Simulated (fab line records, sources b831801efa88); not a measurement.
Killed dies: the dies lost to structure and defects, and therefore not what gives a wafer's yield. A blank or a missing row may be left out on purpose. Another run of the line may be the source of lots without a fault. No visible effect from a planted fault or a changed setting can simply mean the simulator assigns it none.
The tool behind it: which one?	flow sky130	Sampling: 12 lots, 36 wafers, 2 of 708 route steps

WHAT THE GAUGES SHOWED, per wafer
SKY_VT_ADJUST_LVTN_OVL_MEAS_18. Usual: VT_ADJUST_LVTN_01_OVL gives 0.6 nm (standard deviation 1.1).
lot	measured	on	VT_ADJUST_LVTN_01_OVL (nm)	flag
L741	day 8 20:33	overlay-01	0.1 -0.1 0.0	
L742	day 8 22:26	overlay-02	0.0 0.7 0.3	
L743	day 9 06:25	overlay-02	0.1 0.1 1.6	
L744	day 9 10:43	overlay-01	0.7 0.7 1.3	
L745	day 9 22:23	overlay-02	0.9 1.5 1.5	
L753	day 11 20:00	overlay-02	1.6 1.5 0.5	
L754	day 12 02:43	overlay-02	-0.2 -0.9 1.2	
L755	day 12 07:41	overlay-02	0.2 1.8 1.5	
L756	day 12 18:08	overlay-02	0.9 2.1 0.4	
L757	day 12 23:53	overlay-02	0.0 0.5 -0.1	
L758	day 13 18:26	overlay-02	-0.1 1.3 -0.5	
L760	day 14 16:44	overlay-01	0.8 1.5 3.3	

WHICH TOOL RAN EACH LOT (tool, then ch and the chambers of the sampled wafers, then the start)
lot	SKY_FIELD_ISO_ETCH_17
L741	rie_si-01 ch 0,1,2, day 2 21:52
L742	rie_si-01 ch 0,1, day 3 02:04
L743	rie_si-01 ch 0,1,3, day 3 12:43
L744	rie_si-02 ch 0,3, day 3 13:52
L745	rie_si-01 ch 1,2, day 3 23:13
L753	rie_si-02 ch 0,2, day 5 11:34
L754	rie_si-02 ch 0,3, day 5 16:16
L755	rie_si-01 ch 0,2,3, day 5 20:37
L756	rie_si-02 ch 0,1,2, day 6 02:52
L757	rie_si-02 ch 0,1,3, day 6 09:19
L758	rie_si-02 ch 1,2, day 6 13:46
L760	rie_si-01 ch 1,2, day 6 23:37
- SKY_FIELD_ISO_ETCH_17: etches Si in HBr/Cl2/O2, target depth 342 nm, time 97.7 s.

AS READ BY THE TOOLS THEMSELVES (means over the sampled wafers that have a number; for cases with no such wafer, the mark the record gives instead)
SKY_FIELD_ISO_ETCH_17. Usual: HBr_flow_sccm 150.0 sccm, standard deviation 0.4; O2_flow_sccm 6.003 sccm, standard deviation 0.019; drypump_motor_current_A 5.8 A, standard deviation 0.32; oes_product_au 0.997 a.u., standard deviation 0.01; throttle_valve_pct 25.660 %, standard deviation 0.011.
lot	tool	HBr_flow_sccm (sccm)	O2_flow_sccm (sccm)	drypump_motor_current_A (A)	oes_product_au (a.u.)	throttle_valve_pct (%)	flag
L741	rie_si-01	149.8	5.998	5.5	0.991	25.666	
L742	rie_si-01	150.2	5.987	5.5	0.983	25.671	
L743	rie_si-01	150.0	6.013	5.7	0.989	25.670	
L744	rie_si-02	150.0	5.999	5.6	1.002	25.655	
L745	rie_si-01	149.9	6.034	5.5	1.009	25.647	
L753	rie_si-02	149.9	6.000	5.8	0.997	25.660	
L754	rie_si-02	150.1	5.998	5.7	1.005	25.652	
L755	rie_si-01	149.9	5.999	5.7	0.998	25.644	
L756	rie_si-02	150.1	6.015	5.9	0.993	25.667	
L757	rie_si-02	150.1	6.013	5.8	0.998	25.652	
L758	rie_si-02	150.2	6.006	6.1	0.994	25.664	
L760	rie_si-01	150.4	5.992	5.5	0.989	25.650	

THE ANSWER, worked out from the rows above alone
Rule: a lot is off if the mean of its wafers that have a number lies more than 3 standard deviations from the usual mean. Also off: a lot with no number at a reading for which 4 or more lots have one. The other lots that the step has rows for count as sound. Order of review: gauges by route order, followed by the tools' own readings, for which a lot's mean as printed above is used. The first step at which some lot is off is used, and at that step the reading that is off furthest; a lot without a number counts as furthest.
None of the lots is off at any reading shown; this tells nothing.

WHAT HAD BEEN PUT IN BY THE SIMULATOR
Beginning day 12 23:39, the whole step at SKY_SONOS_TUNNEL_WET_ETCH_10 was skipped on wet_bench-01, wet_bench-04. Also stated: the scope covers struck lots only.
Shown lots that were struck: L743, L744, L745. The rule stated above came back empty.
